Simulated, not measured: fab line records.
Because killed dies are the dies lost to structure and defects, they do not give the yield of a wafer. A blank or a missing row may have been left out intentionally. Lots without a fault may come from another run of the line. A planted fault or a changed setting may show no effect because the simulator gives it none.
Chamber matching | flow gf180mcu | GF_V1_ETCH_16 on rie-diel-04: 4 sister chambers
The step etches BARC in N2/H2. 8 wafers are shown with their chamber, then 7 later ones without.

WAFERS, EACH WITH ITS CHAMBER
wafer  | chamber | throttle-valve-pct (%) | oes-product-au (a.u.)
L081.2 | 0       | 13.228                 | 0.855
L081.6 | 2       | 13.208                 | 0.846
L087.5 | 2       | 13.219                 | 0.859
L087.6 | 3       | 13.234                 | 0.855
L088.2 | 0       | 13.227                 | 0.857
L088.5 | 1       | 13.219                 | 0.852
L091.3 | 3       | 13.222                 | 0.855
L091.4 | 1       | 13.218                 | 0.851

WAFERS WHOSE CHAMBER IS MISSING
wafer  | throttle-valve-pct (%) | oes-product-au (a.u.)
L091.6 | 13.225                 | 0.856
L095.1 | 13.233                 | 0.852
L095.3 | 13.217                 | 0.846
L095.6 | 13.225                 | 0.852
L096.3 | 13.225                 | 0.855
L096.4 | 13.198                 | 0.853
L096.6 | 13.226                 | 0.852

EACH ONE'S CHAMBER
wafer  | from the rows above               | in truth
L091.6 | can't be placed: 0 or 3 or 1 or 2 | 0
L095.1 | can't be placed: 3 or 0 or 1      | 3
L095.3 | can't be placed: 1 or 2 or 3 or 0 | 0
L095.6 | can't be placed: 3 or 0 or 1 or 2 | 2
L096.3 | can't be placed: 0 or 3 or 1 or 2 | 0
L096.4 | can't be placed: 2 or 1           | 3
L096.6 | can't be placed: 3 or 0 or 1 or 2 | 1
Placed correctly: 0 of 7. Not placeable from these rows: 7 (in 6, the candidates include the true chamber). 0 placed wrongly.
How it was worked out, from the rows above alone: a wafer's distance from a chamber is the root of the sum, over the readings, of the square of ((its reading less the chamber's mean) divided by the reading's scatter). The wafer belongs to the nearest chamber; if the next one is less than 2 further off, it can't be placed. A chamber's mean is the mean of its shown wafers. The scatter is the square root of a quotient: the sum, over the shown wafers, of each reading's squared deviation from its chamber's mean, divided by wafers minus chambers.
